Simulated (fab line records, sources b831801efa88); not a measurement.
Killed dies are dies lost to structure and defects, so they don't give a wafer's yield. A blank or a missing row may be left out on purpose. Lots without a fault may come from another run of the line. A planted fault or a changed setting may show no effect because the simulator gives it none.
Problem report in the 8D (eight disciplines) form, filled by code | flow sfq_line | the parts of the form that need people (team, actions taken, sign-off) are left out

1. THE PROBLEM
run_length_s at SFQ_TRILAYER_I0_VIA_BARC_OPEN_VIA_ETCH_046 reads a mean of 79.0 s on 4 wafers of 3 lots; wafers without a fault read 69.9 s with a standard deviation of 0.45. That is +20 standard deviations from the usual mean.
The step: etches BARC in O2, target depth 125 nm, time 41.7 s.
First seen on wafer L520.3, day 18 22:32, on rie_diel-01. The record holds 45 wafers of 15 lots with a number at this step. Rule for "out", or "out of limits": more than 4 standard deviations from the usual mean. The other wafers with a number count as sound.

2. WHAT IT IS AND WHAT IT IS NOT
question                    | is                             | is not
which readings at this step | run_length_s, oes_product_au   | drypump_motor_current_A, rf_fwd_power_W
which lots                  | L520, L522, L524               | L514, L518, L526, L527, L529, L530, L531, L532, L534, L535, L536, L537
which wafers of those lots  | L520.3, L520.4, L522.3, L524.4 | L520.6, L522.2, L522.6, L524.2, L524.6
read on which tools         | rie_diel-01                    | rie_diel-02, rie_diel-03
when                        | from day 18 22:32              | up to then (7 sound wafers); but 34 sound wafers of L522, L524, L526, L527, L529, L530, L531, L532, L534, L535, L536, L537 came after

3. SUSPECTS, AND WHAT RULES EACH OUT
Counting: a tool at a process step up to the reading stays a suspect if it ran every lot that is out. Sound lots after the first of them don't rule it out here, since some wafers of a struck lot are sound.
- rie_diel-01 at SFQ_TRILAYER_I0_VIA_BARC_OPEN_VIA_ETCH_046 (etches BARC in O2, target depth 125 nm, time 41.7 s): kept. It ran every lot that is out, first L520 (day 18 22:32); its last sound lot up to then is L514 (day 15 21:07). Its own readings are out on those wafers: oes_product_au, run_length_s.
Left after counting: rie_diel-01 at SFQ_TRILAYER_I0_VIA_BARC_OPEN_VIA_ETCH_046.

4. THE CAUSE (what the simulator had put in)
Process parameter drift: rie_diel-01, from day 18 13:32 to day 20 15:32, at SFQ_TRILAYER_I0_VIA_BARC_OPEN_VIA_ETCH_046. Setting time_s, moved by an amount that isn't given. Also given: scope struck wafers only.
Counting left only this tool.

5. THE CHAIN OF EFFECTS, in route order
Each row: a reading whose mean over the struck wafers that have a number lies more than 3 standard deviations from the usual. Only readings for which the record gives a usual standard deviation are gone through. hours: the time from each lot's start at the first step in this table that gives one to its start at this step, as a median over the lots. sigmas: the change in usual standard deviations.
hours | step                                       | reading        | usual      | on struck wafers | change | sigmas
0     | SFQ_TRILAYER_I0_VIA_BARC_OPEN_VIA_ETCH_046 | oes_product_au | 0.684 a.u. | 0.626            | -0.058 | -12
0     | SFQ_TRILAYER_I0_VIA_BARC_OPEN_VIA_ETCH_046 | run_length_s   | 69.9 s     | 79.0             | +9.1   | +20
The process steps in it:
- SFQ_TRILAYER_I0_VIA_BARC_OPEN_VIA_ETCH_046: etches BARC in O2, target depth 125 nm, time 41.7 s.
Later measuring or inspecting steps at which every struck wafer that the step has a row for has a number for every such reading, and none has moved that far: SFQ_M8_THK_MEAS_950.

6. WHAT WOULD HAVE CAUGHT IT SOONER
In this record the first reading out of limits was taken at day 18 22:32, 9 hours after the fault began at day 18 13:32.
